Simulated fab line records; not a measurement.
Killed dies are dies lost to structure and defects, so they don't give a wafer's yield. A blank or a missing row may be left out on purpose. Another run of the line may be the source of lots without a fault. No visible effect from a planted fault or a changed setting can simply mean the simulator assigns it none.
Problem report in the 8D (eight disciplines) form, filled by code / flow gf180mcu / the parts of the form that need people (team, actions taken, sign-off) are left out

## 1. WHAT IS WRONG
Mean V5_CVD_02_THK at GF_V5_THK_MEAS_03: 2322 nm over 2 wafers in 2 lots; fault-free wafers: 1446 nm, standard deviation 17. That is +52 standard deviations from the usual mean.
Seen first at day 27 07:01 on film metro-02, wafer L595.1. The record holds 36 wafers of 12 lots with a number at this step. By rule, "out" or "out of limits" means more than 4 standard deviations away from the usual mean. The other wafers with a number count as sound.

## 2. WHAT IT IS; WHAT IT IS NOT
question=which readings at this step | is=V5_CVD_02_THK | is not=-
question=which lots | is=L595, L599 | is not=L592, L593, L597, L605, L607, L609, L610, L611, L612, L613
question=which wafers of those lots | is=L595.1, L599.4 | is not=L595.3, L595.5, L599.2, L599.6
question=read on which gauges | is=film metro-01, film metro-02 | is not=film metro-04
question=when | is=from day 27 07:01 | is not=up to then (8 sound wafers); but 26 sound wafers of L597, L599, L605, L607, L609, L610, L611, L612, L613 came after

## 3. THE SUSPECTS, EACH WITH WHAT RULES IT OUT
Counting: a tool at a process step up to the reading stays a suspect if it ran every lot that is out. Sound lots after the first of them don't rule it out here, since some wafers of a struck lot are sound.
- the gauge at GF_V5_THK_MEAS_03 is ruled out. Those wafers that are out were read across 2 gauges (film metro-01, film metro-02).
- pvd sputter-02 at GF_MIM_SPUTTER_02 (material AlCu, target thk 450 nm, time 23.9 s): kept. Ran every lot that is out, first one L595 (day 25 12:47); last sound lot up to then L593 (day 24 19:35).
- pvd sputter-02 at GF_MIM_SPUTTER_04 (material TiN, target thk 50 nm, time 41.7 s): kept. Ran every lot that is out, first one L595 (day 25 12:51); last sound lot up to then L593 (day 24 19:38).
- pecvd-03 at GF_V5_CVD_02 (deposits SiO2 from TEOS, target thk 1450 nm, time 163.28 s): kept. Ran every lot that is out, first one L595 (day 27 06:55); last sound lot up to then L592 (day 26 13:27).
pvd sputter-02 at GF_MIM_SPUTTER_02, pvd sputter-02 at GF_MIM_SPUTTER_04 and pecvd-03 at GF_V5_CVD_02 are what is left after counting.

## 4. THE CAUSE (what the simulator had put in)
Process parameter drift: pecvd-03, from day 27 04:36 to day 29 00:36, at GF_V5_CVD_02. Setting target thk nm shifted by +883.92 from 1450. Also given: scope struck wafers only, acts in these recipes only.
Counting left 3 suspects, and this tool is among them.

## 5. SEQUENCE OF EFFECTS, ordered by route
Each row: a reading where the mean over the struck wafers with a number is more than 3 standard deviations away from the usual. Readings are gone through only where the record gives a usual standard deviation; hours: the median, over the lots, of the time from a lot's start at the first step in this table giving one to that lot's start at this step; sigmas: the change measured in usual standard deviations.
hours=0; step=GF_V5_THK_MEAS_03; reading=V5_CVD_02_THK; usual=1446 nm; on struck wafers=2322; change=+876; sigmas=+52

## 6. WHAT WOULD HAVE CAUGHT IT SOONER
In this record the first reading out of limits at a measuring or inspecting step was taken at day 27 07:01, 2 hours after the fault began at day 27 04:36.
An alarm limit of 4 standard deviations would not have fired on the tool readings at GF_V5_CVD_02 for which the record gives a usual standard deviation, since none of them was out on any struck wafer.
Lots out: 2; of these, L599 started GF_V5_CVD_02 on pecvd-03 after day 27 07:01. Had the tool been put on hold then, it would have been spared.
